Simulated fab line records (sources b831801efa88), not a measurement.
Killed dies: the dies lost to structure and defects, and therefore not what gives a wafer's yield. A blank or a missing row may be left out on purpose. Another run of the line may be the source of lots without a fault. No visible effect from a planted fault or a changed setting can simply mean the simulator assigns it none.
One fault seen from 2 desks | flow sky130 | each desk has only its own numbers; what lay behind them comes last

## AT THE TOOL OWNER'S DESK: pvd sputter-01
At SKY_LOCAL_INTERCONNECT_SPUTTER_00 (material TiN, target thk 100 nm, time 83.3 s) the tool's own readings: per lot run on this tool, the mean of the sampled wafers that have a number. Any lot whose mean is over 4 standard deviations away from the usual mean is out of limits and marked OUT; that distance is given in the brackets.
Columns: A = throttle valve pct at SKY_LOCAL_INTERCONNECT_SPUTTER_00, usual 30.1 %
lot  | first seen here | A
L367 | day 29 08:40    | 30.2
L382 | day 34 06:14    | 30.7
This desk's verdict: no lot among the 2 shows anything out of limits.

## FROM THE METROLOGY DESK
What the gauges read for every lot (on any tool): the sampled wafers with a number, averaged. Any lot whose mean is over 4 standard deviations away from the usual mean is out of limits and marked OUT; that distance is given in the brackets.
Columns: A = LI_CONTACT_OVL at SKY_LI_CONTACT_OVL_MEAS_13, usual 1 nm; B = LI_CONTACT_W_RS at SKY_LI_CONTACT_RS_MEAS_22, usual 0.285 ohm/sq; C = LI_CONTACT_W_THK at SKY_LI_CONTACT_THK_MEAS_23, usual 384 nm; D = LOCAL_INTERCONNECT_TIN_RS at SKY_LOCAL_INTERCONNECT_RS_MEAS_01, usual 14.26 ohm/sq; E = LOCAL_INTERCONNECT_TIN_THK at SKY_LOCAL_INTERCONNECT_THK_MEAS_02, usual 99.5 nm; F = cd nm at SKY_LOCAL_INTERCONNECT_CD_MEAS_11, usual 169.9 nm; G = LOCAL_INTERCONNECT_OVL at SKY_LOCAL_INTERCONNECT_OVL_MEAS_12, usual -1 nm
lot  | first seen here | A  | B     | C   | D     | E     | F     | G
L367 | day 29 07:29    | 0  | 0.285 | 387 | 14.16 | 100.5 | 168.9 | -2
L373 | day 31 06:52    | -2 | 0.286 | 379 | 14.57 | 97.9  | 172.4 | -3
L382 | day 34 04:29    | -2 | 0.280 | 388 | 14.22 | 100.0 | 169.8 | 2
L388 | day 36 03:34    | 3  | 0.281 | 386 | 14.36 | 99.0  | 168.1 | -0
L390 | day 36 19:12    | 1  | 0.284 | 386 | 14.32 | 99.1  | 172.1 | -14
This desk's verdict: no lot among the 5 shows anything out of limits.

## PUT TOGETHER
The desk of the tool owner found nothing out of limits.
The metrology desk saw nothing out of limits.

## WHAT THE SIMULATOR HAD INSERTED
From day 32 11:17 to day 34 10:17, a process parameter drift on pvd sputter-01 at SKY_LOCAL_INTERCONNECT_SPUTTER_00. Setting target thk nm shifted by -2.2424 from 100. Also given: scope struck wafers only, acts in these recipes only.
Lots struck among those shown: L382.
